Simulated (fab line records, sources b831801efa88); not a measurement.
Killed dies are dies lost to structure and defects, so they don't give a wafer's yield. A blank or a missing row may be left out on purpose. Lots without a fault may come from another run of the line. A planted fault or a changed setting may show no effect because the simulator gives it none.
fab line records | flow sky130
record lots=13 wafers=39 last_day=50
route steps=708 shown FIELD_ISO@15 NWELL@34 PWDE@84 PAD_OPEN@708
lots that met no fault: from a run of the same line without faults
start_h: hours from the record's first day to the start of the lot's first wafer shown | wait_h: hours since the lot's step before | " the same as in the row above | L1.1+2: a row that stands for several wafers | - no value, or no start given | * or withheld: withheld | < > ~ a bound
route shown NAME@n: a module of which the file shows steps, and the number in the route of the first | usual: mean/standard deviation of fault-free wafers | same: alike in all rows | chamber/n: place in a boat | sites: the reading at each site | _std_site: their standard deviation | _edge_site: outer sites' mean less inner sites' | radius_mm: how far each site lies from the wafer's centre | mask NAME#n: copy n | behind: the tool/chamber that last shaped the wafer | hold: why the lot was held/for how many hours/how that ended | device: the transistor (n, p or np) that didn't switch | end of line: the same wafers' tests at the end of the route | a step without rows: its recipe alone | killed: dies lost to structure and defects at the first sort, not the wafer's yield | map: a wafer's dies, x killed, . not, _ none there
set.NAME: the setting as run; set.NAME@STEP: as run at that earlier step | model.NAME: the simulator's own value behind a step, which no gauge read
steps of the route over a sample of lots; a table a step, a row a wafer
services: from which hour (start_h, from the record's first day; less than 0 if before it) a tool's chamber was out of use, for how many hours, and why
## steps
# step SKY_FIELD_ISO_ETCH_14
# recipe chemistry=N2/H2 target=BARC ion_energy_ev=200 source_w=500 bias_w=100 pressure_mtorr=30 n2_flow_sccm=100 h2_flow_sccm=200 stop_on=SiO2 time_s=45.9 target_depth_a=600
# usual bias_w=100.0/0.32 chamber_pressure_mTorr=30.00/0.035 drypump_motor_current_A=5.9/0.58 oes_product_au=0.855/0.0047 throttle_valve_pct=13.224/0.0095
# columns lot.wafer tool chamber start_h wait_h bias_w chamber_pressure_mTorr drypump_motor_current_A oes_product_au rf_hours_counter_h throttle_valve_pct
L961.4 rie_diel-01 3 31.14 0.0 99.9 30.01 6.4 0.853 75 13.215
L961.5 " 3 " " 100.3 30.00 6.4 0.847 - 13.230
L961.6 " 2 " " 100.0 29.96 6.2 0.857 - 13.225
L962.1 rie_diel-04 0 34.57 0.1 100.2 30.00 6.3 0.855 43 13.217
L962.4 " 2 " " 100.2 29.95 5.6 0.851 20 13.226
L962.5 " 1 " " 100.1 30.00 6.8 0.854 - 13.222
L967.1 rie_diel-03 3 60.80 0.1 99.6 29.99 5.9 0.859 32 13.237
L967.3 " 0 " " 99.9 29.99 4.8 0.847 6 13.226
L967.5 " 1 " " 99.9 30.00 5.6 0.855 - 13.212
L975.1 rie_diel-04 0 103.05 0.1 99.9 30.04 6.4 0.857 44 13.235
L975.5 " 2 " " 99.7 30.00 5.5 0.863 - 13.214
L975.6 " 1 " " 100.1 29.98 6.7 0.842 - 13.237
L976.2 rie_diel-03 2 109.27 0.1 100.6 29.93 6.0 0.852 43 13.213
L976.4 " 1 " " 99.6 30.05 5.7 0.862 132 13.227
L976.6 " 0 " " 99.3 29.98 4.8 0.855 - 13.207
L977.1 rie_diel-04 1 113.54 0.1 100.1 29.95 6.7 0.858 10 13.230
L977.2 " 2 " " 100.1 29.98 5.5 0.853 22 13.225
L977.5 " 3 " " 99.9 30.00 6.6 0.843 - 13.207
L978.1 rie_diel-03 0 118.32 0.1 100.5 30.00 4.8 0.846 8 13.218
L978.4 " 2 " " 100.4 30.01 6.0 0.851 43 13.211
L978.6 " 0 " " 100.4 29.99 4.8 0.857 - 13.230
L979.1 rie_diel-03 1 122.84 0.1 99.9 30.05 5.7 0.854 132 13.230
L979.5 " 2 " " 99.9 29.97 6.0 0.850 - 13.230
L979.6 " 1 " " 99.9 29.97 5.7 0.856 - 13.224
L980.2 rie_diel-04 1 129.54 0.1 99.9 29.98 6.7 0.856 10 13.220
L980.4 " 0 " " 99.5 29.98 6.4 0.859 45 13.217
L980.5 " 3 " " 100.2 30.00 6.6 0.849 - 13.226
L981.1 rie_diel-04 2 134.84 0.1 100.0 29.98 5.5 0.860 22 13.225
L981.3 " 1 " " 99.7 30.04 6.7 0.854 10 13.222
L981.4 " 0 " " 100.1 29.98 6.4 0.859 45 13.230
L982.4 rie_diel-03 2 139.42 0.1 99.8 30.03 5.9 0.850 - 13.226
L982.5 " 3 " " 100.4 30.00 5.9 0.854 - 13.238
L982.6 " 0 " " 100.0 30.01 4.8 0.850 - 13.226
L983.1 rie_diel-04 1 144.99 0.1 100.2 30.04 6.7 0.852 11 13.226
L983.4 " 3 " " 99.7 29.95 6.7 0.858 69 13.225
L983.6 " 2 " " 100.1 29.98 5.5 0.857 - 13.220
L984.1 rie_diel-03 2 148.12 0.1 99.4 29.97 5.9 0.854 44 13.247
L984.4 " 0 " " 100.4 29.98 4.8 0.859 - 13.227
L984.6 " 2 " " 99.7 29.98 6.0 0.854 - 13.217
# step SKY_FIELD_ISO_WET_ETCH_29
# recipe chemistry=H3PO4 target_depth_nm=160 target=Si3N4 temp_c=160 time_s=1825
# usual bath_guard_temp_C=159.9/0.53 bath_heat_duty_pct=27.2/1.8 temp_c=160.01/0.13
# columns lot.wafer tool chamber start_h wait_h bath_guard_temp_C bath_heat_duty_pct temp_c
L961.4 wet_bench-03 0 35.26 0.0 160.1 27.7 160.07
L961.5 " 0 " " 159.8 26.7 159.85
L961.6 " 0 " " 160.1 29.2 159.73
L962.1 wet_bench-03 3 39.50 0.0 159.7 27.2 160.02
L962.4 " 3 " " 159.7 27.5 160.07
L962.5 " 3 " " 159.6 27.4 160.07
L967.1 wet_bench-03 1 66.15 0.0 159.4 25.7 159.97
L967.3 " 1 " " 159.2 25.1 160.10
L967.5 " 1 " " 159.4 25.3 160.08
L975.1 wet_bench-03 1 107.96 0.0 - - -
L975.5 " 1 " " - - -
L975.6 " 1 " " - - -
L976.2 wet_bench-01 3 113.03 0.0 - - -
L976.4 " 3 " " - - -
L976.6 " 3 " " - - -
L977.1 wet_bench-03 1 117.30 0.0 159.0 27.2 159.88
L977.2 " 1 " " 159.5 25.3 160.18
L977.5 " 1 " " 159.2 26.8 159.87
L978.1 wet_bench-03 2 124.28 0.0 161.0 29.5 160.12
L978.4 " 2 " " 160.7 27.4 160.00
L978.6 " 2 " " 160.7 27.7 160.09
L979.1 wet_bench-01 1 126.57 0.0 160.0 30.3 160.25
L979.5 " 1 " " 160.6 30.2 160.12
L979.6 " 1 " " 160.4 30.6 159.88
L980.2 wet_bench-03 0 133.28 0.0 159.8 29.7 159.80
L980.4 " 0 " " 160.3 26.9 159.68
L980.5 " 0 " " 159.8 29.2 159.78
L981.1 wet_bench-04 2 143.32 0.0 160.1 26.1 159.98
L981.3 " 2 " " 160.0 28.6 160.07
L981.4 " 2 " " 160.1 27.2 160.00
L982.4 wet_bench-04 1 145.70 0.1 160.4 29.4 160.03
L982.5 " 1 " " 160.3 30.2 160.04
L982.6 " 1 " " 160.2 27.7 159.80
L983.1 wet_bench-03 0 151.45 0.0 160.0 27.5 160.11
L983.4 " 0 " " 159.7 29.0 160.09
L983.6 " 0 " " 160.0 28.6 160.22
L984.1 wet_bench-03 2 155.69 0.0 160.8 27.8 160.04
L984.4 " 2 " " 160.6 26.1 160.05
L984.6 " 2 " " 161.3 29.4 159.94
# step SKY_NWELL_THK_MEAS_02
# recipe reads=SiO2_of_NWELL_OXIDATION_01
# usual NWELL_OXIDATION_THK=10.12/0.16
# columns lot.wafer tool chamber start_h wait_h NWELL_OXIDATION_THK[nm]
L961.4 film_metro-03 - 37.71 0.0 9.92
L961.5 " - " " 10.01
L961.6 " - " " 9.97
L962.1 film_metro-02 - 41.84 0.0 10.08
L962.4 " - " " 10.32
L962.5 " - " " 10.21
L967.1 film_metro-02 - 68.22 0.0 10.34
L967.3 " - " " 10.47
L967.5 " - " " 10.33
L977.1 film_metro-01 - 120.22 0.0 10.00
L977.2 " - " " 10.03
L977.5 " - " " 10.13
L978.1 film_metro-01 - 127.64 0.0 10.36
L978.4 " - " " 10.28
L978.6 " - " " 10.25
L979.1 film_metro-02 - 129.04 0.0 10.06
L979.5 " - " " 10.24
L979.6 " - " " 10.29
L980.2 film_metro-01 - 138.41 0.0 10.13
L980.4 " - " " 10.02
L980.5 " - " " 9.88
L981.1 film_metro-01 - 145.91 0.0 9.86
L981.3 " - " " 9.86
L981.4 " - " " 10.02
L982.4 film_metro-03 - 149.66 0.0 10.09
L982.5 " - " " 9.93
L982.6 " - " " 9.91
L983.1 film_metro-03 - 155.21 0.0 10.33
L983.4 " - " " 10.24
L983.6 " - " " 10.16
L984.1 film_metro-02 - 160.79 0.0 9.90
L984.4 " - " " 9.83
L984.6 " - " " 9.95
# step SKY_NWELL_RS_MEAS_31
# recipe thk_meas_gauge=four-point-probe
# usual PWDE_RS=5284/18
# columns lot.wafer tool chamber start_h wait_h PWDE_RS[ohm/sq]
L961.4 film_metro-01 - 104.42 0.1 5262
L961.5 " - " " 5269
L961.6 " - " " 5267
L962.1 film_metro-01 - 110.28 0.1 5286
L962.4 " - " " 5272
L962.5 " - " " 5291
L967.1 film_metro-01 - 142.59 0.1 5285
L967.3 " - " " 5296
L967.5 " - " " 5293
L977.1 film_metro-01 - 201.78 0.1 5276
L977.2 " - " " 5315
L977.5 " - " " 5294
L978.1 film_metro-02 - 208.98 0.1 5280
L978.4 " - " " 5301
L978.6 " - " " 5285
L979.1 film_metro-03 - 209.57 0.1 5278
L979.5 " - " " 5264
L979.6 " - " " 5273
L980.2 film_metro-02 - 218.59 0.1 5282
L980.4 " - " " 5266
L980.5 " - " " 5285
L981.1 film_metro-03 - 229.02 0.1 5335
L981.3 " - " " 5324
L981.4 " - " " 5326
L982.4 film_metro-01 - 234.98 0.1 5277
L982.5 " - " " 5270
L982.6 " - " " 5278
L983.1 film_metro-03 - 239.98 0.1 5297
L983.4 " - " " 5284
L983.6 " - " " 5290
L984.1 film_metro-03 - 248.38 0.1 5286
L984.4 " - " " 5305
L984.6 " - " " 5279
# step SKY_PAD_OPEN_PROBE_99
# usual killed_at_M0_to_M3=42/7.3 killed_at_M4_up=3.2/1.8 killed_at_contacts=25/5.2 killed_at_front_end=15/4.6 killed_at_other=0.3/0.62 killed_dies=85/9.9 killed_on_rim=17/3.9 killed_open=46/7.1 killed_short=38/5.7
# same gross_dies=492 killed_at_back_side=0
# columns lot.wafer tool chamber start_h wait_h killed_at_M0_to_M3 killed_at_M4_up killed_at_contacts killed_at_front_end killed_at_other killed_dies killed_on_rim killed_open killed_short
L975.1 prober-02 - 1154.92 0.1 38 3 15 436 0 492 96 40 30
L975.5 prober-02 - 1155.12 0.2 44 3 26 419 0 492 96 44 38
L975.6 prober-02 - 1155.17 0.2 42 3 25 422 0 492 96 32 42
L976.2 prober-01 - 1165.10 0.1 35 2 28 426 1 492 96 46 32
L976.4 prober-01 - 1165.20 0.2 29 4 27 432 0 492 96 38 30
L976.6 prober-01 - 1165.30 0.2 52 3 22 415 0 492 96 47 41
L979.1 prober-02 - 1177.07 0.1 32 0 28 18 0 78 15 45 33
L979.5 prober-02 - 1177.27 0.2 36 2 19 19 0 76 18 37 39
L979.6 prober-02 - 1177.32 0.2 44 2 15 11 0 72 18 41 31
# killed by level:class
L975.1 FIELD_ISO:area_etch=422 VIA1:geometric_particle:open=14 CONTACT:geometric_particle:open=6 METAL1:geometric_particle:short=6 POLY_GATE:geometric_particle:open=4 CONTACT:geometric_particle:short=4 VIA2:geometric_particle:short=4 VIA3:geometric_particle:open=4
L975.5 FIELD_ISO:area_etch=410 VIA1:geometric_particle:open=12 CONTACT:geometric_particle:short=7 CONTACT:geometric_particle:open=7 METAL1:geometric_particle:short=6 VIA2:geometric_particle:open=6 LI_CONTACT:geometric_particle:open=5 METAL3:geometric_particle:short=5
L975.6 FIELD_ISO:area_etch=418 VIA1:geometric_particle:open=9 LI_CONTACT:geometric_particle:short=8 METAL1:geometric_particle:short=7 CONTACT:geometric_particle:open=7 LI_CONTACT:geometric_particle:open=6 METAL2:geometric_particle:short=6 VIA2:geometric_particle:open=5
L976.2 FIELD_ISO:area_etch=414 CONTACT:geometric_particle:open=12 CONTACT:geometric_particle:short=7 VIA1:geometric_particle:open=7 LI_CONTACT:geometric_particle:open=6 METAL2:geometric_particle:short=6 VIA3:geometric_particle:open=5 VIA1:geometric_particle:short=4
L976.4 FIELD_ISO:area_etch=424 CONTACT:geometric_particle:open=13 VIA3:geometric_particle:open=7 CONTACT:geometric_particle:short=6 VIA1:geometric_particle:open=4 METAL2:geometric_particle:short=4 FIELD_ISO:geometric_particle:short=3 LI_CONTACT:geometric_particle:open=3
L976.6 FIELD_ISO:area_etch=404 VIA1:geometric_particle:open=11 CONTACT:geometric_particle:open=8 METAL2:geometric_particle:short=7 VIA2:geometric_particle:open=6 METAL1:geometric_particle:short=6 VIA1:geometric_particle:short=6 LI_CONTACT:geometric_particle:open=5
L979.1 CONTACT:geometric_particle:open=11 VIA1:geometric_particle:open=9 LI_CONTACT:geometric_particle:short=6 POLY_GATE:geometric_particle:short=5 LI_CONTACT:geometric_particle:open=5 VIA3:geometric_particle:open=5 POLY_GATE:geometric_particle:open=4 METAL2:geometric_particle:short=4
L979.5 CONTACT:geometric_particle:open=7 METAL1:geometric_particle:short=7 METAL2:geometric_particle:short=7 VIA2:geometric_particle:open=7 FIELD_ISO:geometric_particle:short=5 POLY_GATE:geometric_particle:open=5 LI_CONTACT:geometric_particle:open=5 VIA1:geometric_particle:open=5
L979.6 VIA2:geometric_particle:open=9 METAL2:geometric_particle:short=7 VIA3:geometric_particle:open=6 CONTACT:geometric_particle:open=5 VIA1:geometric_particle:open=5 LI_CONTACT:geometric_particle:open=4 POLY_GATE:geometric_particle:open=3 LOCAL_INTERCONNECT:geometric_particle:short=3
## services
# columns tool chamber start_h hours kind
rie_diel-01 2 34.18 5.3 repair
wet_bench-01 - 71.15 1.0 repair
rie_diel-03 2 80.21 6.4 repair
wet_bench-01 - 97.22 1.9 pm
rie_diel-03 0 118.50 3.7 repair
rie_diel-01 0 132.24 6.9 repair
rie_diel-03 1 137.45 21.1 repair
rie_diel-03 - 148.29 0.2 repair
## key
first_sign step=SKY_FIELD_ISO_WET_ETCH_29 reading=tool_record direction=missing
effect step=SKY_PAD_OPEN_PROBE_99 reading=killed_at_front_end direction=up sigmas=90 usual=15 struck=425
more_kills_born_at SKY_FIELD_ISO_WET_ETCH_29@wet_bench-03=1250 SKY_FIELD_ISO_WET_ETCH_29@wet_bench-01=1242
met_at SKY_FIELD_ISO_WET_ETCH_29
struck_lots L975,L976
later_rows_left_out L975.1,L975.5,L975.6,L976.2,L976.4,L976.6
tester_left_out L975,L976
not_acting_at SKY_FIELD_ISO_ETCH_14,SKY_NWELL_THK_MEAS_02,SKY_NWELL_RS_MEAS_31
onset_between 66.15 107.96
fault kind=skipped_step_whole tool=wet_bench-01,wet_bench-03 chamber=- onset_h=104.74 steps=SKY_FIELD_ISO_WET_ETCH_29 scope=struck_lots_only
# tester_left_out: of these lots the tester's yield and bins aren't shown, on N5 and GAA mostly nor the transistor test; their killed dies are dies lost to structure and defects alone, not to doping, threshold or leakage, so they don't give the yield
# later_rows_left_out: the simulator's readings of these wafers behind a module that went badly wrong aren't trusted and aren't shown, but for the sort
